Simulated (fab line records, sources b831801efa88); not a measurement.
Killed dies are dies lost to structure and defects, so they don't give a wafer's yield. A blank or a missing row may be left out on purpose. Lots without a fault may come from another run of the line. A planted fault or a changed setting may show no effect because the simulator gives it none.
Which tool did it? | flow gf180mcu | 6 lots, 17 wafers sampled, at 3 steps of a route of 602

WHAT THE GAUGES READ, wafer by wafer
GF_V4_THK_MEAS_03.
lot  | measured     | on            | V4_CVD_02_THK (nm)
L206 | day 24 13:15 | film_metro-01 | 834 834 848
L208 | day 25 05:52 | film_metro-02 | 852 870 869
L210 | day 26 06:43 | film_metro-03 | 855 852 871
L220 | day 29 00:38 | film_metro-03 | 665 672 659
L222 | day 29 12:55 | film_metro-01 | 856 869 863
L225 | day 30 07:13 | film_metro-02 | 867 861

WHICH TOOL RAN EACH LOT (tool, then ch and the chambers of the sampled wafers, then the start)
lot  | GF_M4_METAL_ETCH_16               | GF_V4_CVD_02
L206 | rie_metal-04 ch 0,1, day 24 12:22 | pecvd-04 ch 1,2, day 24 13:10
L208 | rie_metal-02 ch 0,1, day 25 05:01 | pecvd-04 ch 0,1, day 25 05:48
L210 | rie_metal-03 ch 1, day 26 05:43   | pecvd-02 ch 1,2, day 26 06:38
L220 | rie_metal-02 ch 0,1, day 28 23:46 | pecvd-04 ch 0,1, day 29 00:34
L222 | rie_metal-02 ch 0,1, day 29 12:01 | pecvd-02 ch 0, day 29 12:49
L225 | rie_metal-03 ch 0,1, day 30 06:21 | pecvd-02 ch 0,2, day 30 07:09
- GF_M4_METAL_ETCH_16: etches the open film in Cl2/BCl3, stops on SiO2, target depth 750.8 nm, time 125.1 s.
- GF_V4_CVD_02: deposits SiO2 from TEOS, target thk 850 nm, time 94.851 s.

THE ANSWER, worked out from the rows above alone
Rule: what is usual is taken from the lots themselves. Put in order of their means at a reading, lots are off if they are a third of the lots or fewer, leave a main group of 4 or more, and stand apart from it by a gap of 3 or more times the standard deviation of the main group's means; of several such gaps the widest counts. A main group whose means are all the same, to the digits that the tables above print for the reading, isn't used. A lot without any number at a reading at which 4 lots or more have one is off too. The other lots that the step has rows for count as sound.
Off: L220, at GF_V4_THK_MEAS_03 (V4_CVD_02_THK). The main group: mean 858 nm, standard deviation 9.6.
A tool fits if, at a process step before that reading, it ran every lot that is off, and no sound lot after the first of them. The gauges at GF_V4_THK_MEAS_03 are tried like those tools. Can't be told from this: 2 tools fit, pecvd-04 at GF_V4_CVD_02, film_metro-03 at GF_V4_THK_MEAS_03.

WHAT THE SIMULATOR HAD PUT IN
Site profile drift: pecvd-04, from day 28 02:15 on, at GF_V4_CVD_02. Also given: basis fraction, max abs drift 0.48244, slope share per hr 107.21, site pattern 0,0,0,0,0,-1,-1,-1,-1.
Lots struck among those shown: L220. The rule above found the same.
